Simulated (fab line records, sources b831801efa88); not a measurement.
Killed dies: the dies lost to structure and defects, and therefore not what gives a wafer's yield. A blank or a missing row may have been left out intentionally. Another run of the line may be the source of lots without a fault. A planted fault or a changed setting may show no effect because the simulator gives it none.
fab line records -- flow gf180mcu
[record] lots = 14, wafers = 42, last-day = 34
route steps=602 shown DNWELL@40 VT_IMPLANT@108 POLY_GATE@168
lots with no fault: from the same line, run without faults
start-h: hours from the record's opening day to when the first of the lot's shown wafers began -- wait-h: time in hours since the lot's previous step -- " as in the row above -- L1.1+2: a single row standing in for several wafers -- - value missing, or start not given -- * or withheld: withheld -- < > ~ a bound
route shown NAME@n: a module of which the file shows steps, and the number in the route of the first -- usual: average and standard deviation across the fault-free wafers -- same: alike in all rows -- chamber/n: place in a boat -- sites: the reading at each site -- _std_site: the standard deviation of these -- _edge_site: mean of outer sites minus mean of inner sites -- radius-mm: how far each site lies from the wafer's centre -- mask NAME#n: copy n -- behind: the last tool/chamber to shape the wafer -- hold: cause of the lot's hold/its duration in hours/its outcome -- device: the transistor (n, p or np) that didn't switch -- end of line: the route-end tests of the same wafers -- a step given without rows: its recipe and nothing more -- killed: count of dies lost to structure and defects at first sort (not the wafer's yield) -- map: a wafer's dies, marking killed ones x, the rest . and places with no die _
set.NAME: setting as actually run; set.NAME@STEP: the setting as run at that earlier step -- model.NAME: the simulator's own value behind a step, which no gauge read
route steps across a sampled set of lots; one table per step, one row per wafer
services: a tool's chamber out of use, with start hour (start-h, from the record's first day; less than 0 if before it), hours out, and reason
[[steps]]
[step GF_DNWELL_STRIP_08]
[recipe] chemistry = O2/N2, power-w = 1400, pressure-mtorr = 1500, platen-temp-c = 250, o2-flow-sccm = 3000, n2-flow-sccm = 300, overash-fraction = 0.5
[usual] drypump-motor-current-A = 5.7/0.46, heater-power-w = 327/37, oes-product-au = 0.723/0.0038, strip-time-to-endpoint-s = 36.95/0.09
[same] overash-fraction = 0.5
lot.wafer,tool,chamber,start-h,wait-h,drypump-motor-current-A,heater-power-w,oes-product-au,rf-hours-counter-h,strip-time-to-endpoint-s
L398.1,plasma-asher-04,0,43.81,0.1,5.3,316,0.719,41,36.96
L398.4,plasma-asher-04,0,43.81,0.1,5.4,321,0.721,-,36.95
L398.6,plasma-asher-04,0,43.81,0.1,5.3,312,0.718,-,36.95
L399.3,plasma-asher-04,0,47.81,0.1,5.3,323,0.720,-,36.95
L399.4,plasma-asher-04,1,47.81,0.1,6.4,286,0.714,-,36.99
L399.5,plasma-asher-04,0,47.81,0.1,5.3,324,0.724,-,37.06
L403.2,plasma-asher-04,1,74.61,0.1,6.4,278,0.724,44,36.89
L403.3,plasma-asher-04,0,74.61,0.1,5.3,311,0.729,-,36.88
L403.6,plasma-asher-04,1,74.61,0.1,6.4,279,0.732,-,36.82
L410.3,plasma-asher-01,0,106.04,0.1,5.6,296,0.726,-,36.92
L410.5,plasma-asher-01,0,106.04,0.1,5.6,302,0.716,-,36.92
L410.6,plasma-asher-01,1,106.04,0.1,5.1,377,0.723,-,36.84
L411.2,plasma-asher-03,1,110.10,0.1,5.9,313,0.730,44,36.98
L411.3,plasma-asher-03,1,110.10,0.1,5.9,317,0.722,-,36.94
L411.4,plasma-asher-03,0,110.10,0.1,6.1,362,0.719,-,36.95
L412.1,plasma-asher-04,0,118.11,0.1,5.3,322,0.721,0,36.81
L412.2,plasma-asher-04,1,118.11,0.1,6.4,291,0.725,0,36.81
L412.5,plasma-asher-04,1,118.11,0.1,6.4,288,0.719,-,36.83
L413.1,plasma-asher-01,1,122.28,0.1,5.1,389,0.718,32,36.87
L413.4,plasma-asher-01,1,122.28,0.1,5.1,385,0.724,-,36.82
L413.6,plasma-asher-01,0,122.28,0.1,5.6,305,0.726,-,36.85
L414.2,plasma-asher-04,1,126.63,0.1,6.4,285,0.722,1,36.80
L414.3,plasma-asher-04,1,126.63,0.1,6.4,296,0.726,-,36.78
L414.6,plasma-asher-04,0,126.63,0.1,5.3,314,0.731,-,36.81
L416.1,plasma-asher-03,1,137.50,0.1,6.0,312,0.726,47,36.90
L416.3,plasma-asher-03,1,137.50,0.1,6.0,313,0.721,-,37.03
L416.4,plasma-asher-03,0,137.50,0.1,6.1,355,0.725,-,36.94
L417.1,plasma-asher-03,0,144.02,0.1,6.1,352,0.718,48,36.92
L417.3,plasma-asher-03,1,144.02,0.1,6.0,317,0.728,-,36.91
L417.5,plasma-asher-03,1,144.02,0.1,5.9,311,0.722,-,37.04
L418.2,plasma-asher-04,0,148.62,0.1,5.3,316,0.725,3,37.11
L418.5,plasma-asher-04,1,148.62,0.1,6.4,281,0.723,-,36.98
L418.6,plasma-asher-04,0,148.62,0.1,5.3,321,0.720,-,37.02
L419.2,plasma-asher-01,0,155.61,0.1,5.6,298,0.722,36,37.00
L419.4,plasma-asher-01,0,155.61,0.1,5.6,302,0.727,-,36.92
L419.6,plasma-asher-01,0,155.61,0.1,5.6,301,0.720,-,36.89
L420.2,plasma-asher-03,1,159.32,0.1,5.9,315,0.720,49,36.98
L420.4,plasma-asher-03,0,159.32,0.1,6.1,363,0.722,-,36.96
L420.6,plasma-asher-03,1,159.32,0.1,5.9,300,0.727,-,37.04
L421.3,plasma-asher-01,1,166.19,0.1,5.1,385,0.731,-,36.84
L421.5,plasma-asher-01,1,166.19,0.1,5.1,377,0.723,-,36.89
L421.6,plasma-asher-01,0,166.19,0.1,5.6,293,0.719,-,36.91
[step GF_VT_IMPLANT_OVL_MEAS_18]
[usual] VT_IMPLANT_01_OVL = 1.3/1.3
lot.wafer,tool,chamber,start-h,wait-h,VT_IMPLANT_01_OVL[nm]
L398.1,overlay-02,-,124.11,0.1,1.5
L398.4,overlay-02,-,124.11,0.1,1.7
L398.6,overlay-02,-,124.11,0.1,1.2
L399.3,overlay-01,-,128.18,0.1,1.5
L399.4,overlay-01,-,128.18,0.1,2.6
L399.5,overlay-01,-,128.18,0.1,2.2
L403.2,overlay-02,-,161.53,0.1,0.6
L403.3,overlay-02,-,161.53,0.1,1.0
L403.6,overlay-02,-,161.53,0.1,-0.3
L410.3,overlay-01,-,201.82,0.1,1.0
L410.5,overlay-01,-,201.82,0.1,2.9
L410.6,overlay-01,-,201.82,0.1,1.1
L411.2,overlay-01,-,208.46,0.1,1.5
L411.3,overlay-01,-,208.46,0.1,3.2
L411.4,overlay-01,-,208.46,0.1,3.3
L412.1,overlay-01,-,216.45,0.1,2.9
L412.2,overlay-01,-,216.45,0.1,3.0
L412.5,overlay-01,-,216.45,0.1,2.0
L413.1,overlay-01,-,220.31,0.1,1.9
L413.4,overlay-01,-,220.31,0.1,1.1
L413.6,overlay-01,-,220.31,0.1,1.4
L414.2,overlay-02,-,227.21,0.1,2.6
L414.3,overlay-02,-,227.21,0.1,1.9
L414.6,overlay-02,-,227.21,0.1,1.8
L416.1,overlay-01,-,239.25,0.1,0.0
L416.3,overlay-01,-,239.25,0.1,-0.7
L416.4,overlay-01,-,239.25,0.1,-0.3
L417.1,overlay-01,-,247.17,0.1,0.7
L417.3,overlay-01,-,247.17,0.1,0.8
L417.5,overlay-01,-,247.17,0.1,1.0
L418.2,overlay-01,-,253.56,0.1,2.5
L418.5,overlay-01,-,253.56,0.1,0.9
L418.6,overlay-01,-,253.56,0.1,2.8
L419.2,overlay-01,-,260.66,0.1,2.4
L419.4,overlay-01,-,260.66,0.1,1.9
L419.6,overlay-01,-,260.66,0.1,3.0
L420.2,overlay-02,-,265.17,0.1,-0.5
L420.4,overlay-02,-,265.17,0.1,0.5
L420.6,overlay-02,-,265.17,0.1,-0.2
L421.3,overlay-01,-,273.86,0.1,0.3
L421.5,overlay-01,-,273.86,0.1,-0.3
L421.6,overlay-01,-,273.86,0.1,1.9
[step GF_VT_IMPLANT_DEVELOP_39]
[recipe] develop-time-s = 60, dev-temp-c = 23
[usual] chill-plate-temp-C = 22.99/0.11, develop-time-s = 60/0
lot.wafer,tool,chamber,start-h,wait-h,chill-plate-temp-C,develop-time-s
L398.1,litho-track-03,0,155.22,0.1,22.67,60
L398.4,litho-track-03,0,155.22,0.1,22.87,60
L398.6,litho-track-03,0,155.22,0.1,22.91,60
L399.3,litho-track-01,0,159.46,0.1,23.00,60
L399.4,litho-track-01,0,159.46,0.1,23.11,60
L399.5,litho-track-01,0,159.46,0.1,22.97,60
L403.2,litho-track-01,0,195.38,0.1,23.23,60
L403.3,litho-track-01,0,195.38,0.1,23.08,60
L403.6,litho-track-01,0,195.38,0.1,23.01,60
L410.3,litho-track-04,-,236.80,0.1,-,-
L410.5,litho-track-04,-,236.80,0.1,-,-
L410.6,litho-track-04,-,236.80,0.1,-,-
L411.2,litho-track-01,-,244.48,0.1,-,-
L411.3,litho-track-01,-,244.48,0.1,-,-
L411.4,litho-track-01,-,244.48,0.1,-,-
L412.1,litho-track-04,0,253.70,0.1,22.69,60
L412.2,litho-track-04,0,253.70,0.1,22.96,60
L412.5,litho-track-04,0,253.70,0.1,23.00,60
L413.1,litho-track-01,0,257.01,0.1,22.94,60
L413.4,litho-track-01,0,257.01,0.1,22.84,60
L413.6,litho-track-01,0,257.01,0.1,22.85,60
L414.2,litho-track-01,0,263.43,0.1,23.11,60
L414.3,litho-track-01,0,263.43,0.1,23.25,60
L414.6,litho-track-01,0,263.43,0.1,23.09,60
L416.1,litho-track-04,0,276.85,0.1,23.01,60
L416.3,litho-track-04,0,276.85,0.1,22.84,60
L416.4,litho-track-04,0,276.85,0.1,22.98,60
L417.1,litho-track-01,0,285.36,0.1,23.08,60
L417.3,litho-track-01,0,285.36,0.1,23.06,60
L417.5,litho-track-01,0,285.36,0.1,23.20,60
L418.2,litho-track-03,0,291.74,0.1,22.86,60
L418.5,litho-track-03,0,291.74,0.1,23.02,60
L418.6,litho-track-03,0,291.74,0.1,22.88,60
L419.2,litho-track-01,0,300.13,0.1,23.21,60
L419.4,litho-track-01,0,300.13,0.1,23.08,60
L419.6,litho-track-01,0,300.13,0.1,23.06,60
L420.2,litho-track-04,0,305.73,0.1,23.05,60
L420.4,litho-track-04,0,305.73,0.1,23.00,60
L420.6,litho-track-04,0,305.73,0.1,22.84,60
L421.3,litho-track-04,0,313.40,0.1,23.12,60
L421.5,litho-track-04,0,313.40,0.1,22.97,60
L421.6,litho-track-04,0,313.40,0.1,23.01,60
[step GF_POLY_GATE_OVL_MEAS_11]
[usual] POLY_GATE_OVL = 3/5.7
lot.wafer,tool,chamber,start-h,wait-h,POLY_GATE_OVL[nm]
L398.1,overlay-01,-,194.15,0.1,0
L398.4,overlay-01,-,194.15,0.1,1
L398.6,overlay-01,-,194.15,0.1,5
L399.3,overlay-01,-,199.85,0.1,1
L399.4,overlay-01,-,199.85,0.1,6
L399.5,overlay-01,-,199.85,0.1,1
L403.2,overlay-02,-,237.55,0.1,-6
L403.3,overlay-02,-,237.55,0.1,1
L403.6,overlay-02,-,237.55,0.1,0
L412.1,overlay-02,-,299.62,0.1,1
L412.2,overlay-02,-,299.62,0.1,0
L412.5,overlay-02,-,299.62,0.1,8
L413.1,overlay-02,-,302.42,0.1,0
L413.4,overlay-02,-,302.42,0.1,-3
L413.6,overlay-02,-,302.42,0.1,-3
L414.2,overlay-01,-,310.28,0.1,2
L414.3,overlay-01,-,310.28,0.1,6
L414.6,overlay-01,-,310.28,0.1,8
L416.1,overlay-02,-,323.49,0.1,2
L416.3,overlay-02,-,323.49,0.1,-3
L416.4,overlay-02,-,323.49,0.1,-1
L417.1,overlay-01,-,332.74,0.1,7
L417.3,overlay-01,-,332.74,0.1,4
L417.5,overlay-01,-,332.74,0.1,3
L418.2,overlay-02,-,338.44,0.1,-3
L418.5,overlay-02,-,338.44,0.1,-13
L418.6,overlay-02,-,338.44,0.1,-2
L419.2,overlay-01,-,351.93,0.1,11
L419.4,overlay-01,-,351.93,0.1,5
L419.6,overlay-01,-,351.93,0.1,6
L420.2,overlay-01,-,354.44,0.1,4
L420.4,overlay-01,-,354.44,0.1,7
L420.6,overlay-01,-,354.44,0.1,4
L421.3,overlay-02,-,361.00,0.1,3
L421.5,overlay-02,-,361.00,0.1,9
L421.6,overlay-02,-,361.00,0.1,3
[[services]]
tool,chamber,start-h,hours,kind
plasma-asher-04,-,108.75,9.0,pm
plasma-asher-04,0,108.75,9.0,vent-cycle
plasma-asher-04,1,108.75,9.0,vent-cycle
plasma-asher-04,0,117.75,-,clean
plasma-asher-04,1,117.75,-,clean
plasma-asher-04,-,125.84,0.5,repair
plasma-asher-03,-,142.48,1.2,repair
plasma-asher-01,-,191.60,0.4,repair
plasma-asher-03,-,252.26,2.8,pm
plasma-asher-01,-,272.03,0.4,repair
[[key]]
[first-sign] step = GF_VT_IMPLANT_DEVELOP_39, reading = tool-record, direction = missing
effect none on later readings
met-at GF_VT_IMPLANT_DEVELOP_39
struck-lots L410,L411
later-rows-left-out L410.3,L410.5,L410.6,L411.2,L411.3,L411.4
sort-left-out L410.3,L410.5,L410.6,L411.2,L411.3,L411.4
tester-left-out L410,L411
not-acting-at GF_DNWELL_STRIP_08,GF_VT_IMPLANT_OVL_MEAS_18,GF_POLY_GATE_OVL_MEAS_11
onset-between 195.38 236.80
[fault] kind = skipped-step-whole, tool = litho-track-01,litho-track-04, chamber = -, onset-h = 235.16, steps = GF_VT_IMPLANT_DEVELOP_39, scope = struck-lots-only
// tester-left-out: of these lots the tester's yield and bins aren't shown, on N5 and GAA mostly nor the transistor test; their killed dies are dies lost to structure and defects alone, not to doping, threshold or leakage, so they don't give the yield
// sort-left-out: the simulated sort isn't trusted on such a fault, so these wafers' sort isn't shown, and their yield isn't known
// later-rows-left-out: the simulator's readings of these wafers behind a module that went badly wrong aren't trusted and aren't shown, but for the sort
